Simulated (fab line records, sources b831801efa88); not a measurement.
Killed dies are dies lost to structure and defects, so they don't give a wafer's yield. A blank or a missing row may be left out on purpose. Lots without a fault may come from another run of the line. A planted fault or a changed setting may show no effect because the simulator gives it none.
Which tool did it? | flow sky130 | 10 lots, 30 wafers sampled, at 3 steps of a route of 708

WHAT THE GAUGES READ, wafer by wafer
SKY_SPACER_THK_MEAS_01.
lot  | measured     | on            | SPACER_CVD_00_THK (nm)
L336 | day 24 22:20 | film_metro-01 | 42.6 42.2 43.2
L337 | day 25 12:30 | film_metro-02 | 43.2 43.7 43.0
L338 | day 25 19:46 | film_metro-02 | 43.2 43.2 42.9
L340 | day 26 07:01 | film_metro-01 | 42.8 43.2 42.6
L341 | day 26 19:32 | film_metro-03 | 43.1 43.0 43.5
L342 | day 27 06:19 | film_metro-03 | 42.8 42.7 42.7
L343 | day 27 06:17 | film_metro-01 | 43.8 43.4 43.4
L344 | day 27 16:14 | film_metro-02 | 42.7 42.3 42.6
L345 | day 27 20:09 | film_metro-02 | 43.3 43.5 43.2
L349 | day 29 08:11 | film_metro-03 | 31.4 31.4 31.3 31.3 31.5 31.3

WHICH TOOL RAN EACH LOT (tool, then ch and the chambers of the sampled wafers, then the start)
lot  | SKY_SONOS_ONO_STRIP_17               | SKY_SPACER_CVD_00
L336 | plasma_asher-02 ch 0,1, day 14 08:26 | lpcvd-02 ch 1, day 24 20:31
L337 | plasma_asher-04 ch 0,1, day 14 19:28 | lpcvd-02 ch 1, day 25 11:17
L338 | plasma_asher-04 ch 0,1, day 15 04:53 | lpcvd-02 ch 1, day 25 18:34
L340 | plasma_asher-01 ch 0,1, day 15 14:32 | lpcvd-02 ch 0, day 26 05:47
L341 | plasma_asher-02 ch 0,1, day 16 00:29 | lpcvd-02 ch 1, day 26 18:19
L342 | plasma_asher-01 ch 0,1, day 16 12:19 | lpcvd-02 ch 1, day 27 05:05
L343 | plasma_asher-02 ch 0,1, day 16 16:08 | lpcvd-02 ch 1, day 27 05:05
L344 | plasma_asher-02 ch 0, day 17 01:21   | lpcvd-02 ch 0, day 27 15:02
L345 | plasma_asher-02 ch 0,1, day 17 05:49 | lpcvd-02 ch 0, day 27 18:55
L349 | plasma_asher-01 ch 1, day 18 18:57   | lpcvd-02 ch 0, day 29 06:22
- SKY_SONOS_ONO_STRIP_17: strips in O2/N2.
- SKY_SPACER_CVD_00: deposits Si3N4 from DCS/NH3, target thk 43.1 nm, time 740 s.

THE ANSWER, worked out from the rows above alone
Rule: what is usual is taken from the lots themselves. Put in order of their means at a reading, lots are off if they are a third of the lots or fewer, leave a main group of 4 or more, and stand apart from it by a gap of 3 or more times the standard deviation of the main group's means; of several such gaps the widest counts. A main group whose means are all the same, to the digits that the tables above print for the reading, isn't used. A lot without any number at a reading at which 4 lots or more have one is off too. The other lots that the step has rows for count as sound.
Off: L349, at SKY_SPACER_THK_MEAS_01 (SPACER_CVD_00_THK). The main group: mean 43.0 nm, standard deviation 0.32.
A tool fits if, at a process step before that reading, it ran every lot that is off, and no sound lot after the first of them. The gauges at SKY_SPACER_THK_MEAS_01 are tried like those tools. Can't be told from this: 3 tools fit, plasma_asher-01 at SKY_SONOS_ONO_STRIP_17, lpcvd-02 at SKY_SPACER_CVD_00, film_metro-03 at SKY_SPACER_THK_MEAS_01.

WHAT THE SIMULATOR HAD PUT IN
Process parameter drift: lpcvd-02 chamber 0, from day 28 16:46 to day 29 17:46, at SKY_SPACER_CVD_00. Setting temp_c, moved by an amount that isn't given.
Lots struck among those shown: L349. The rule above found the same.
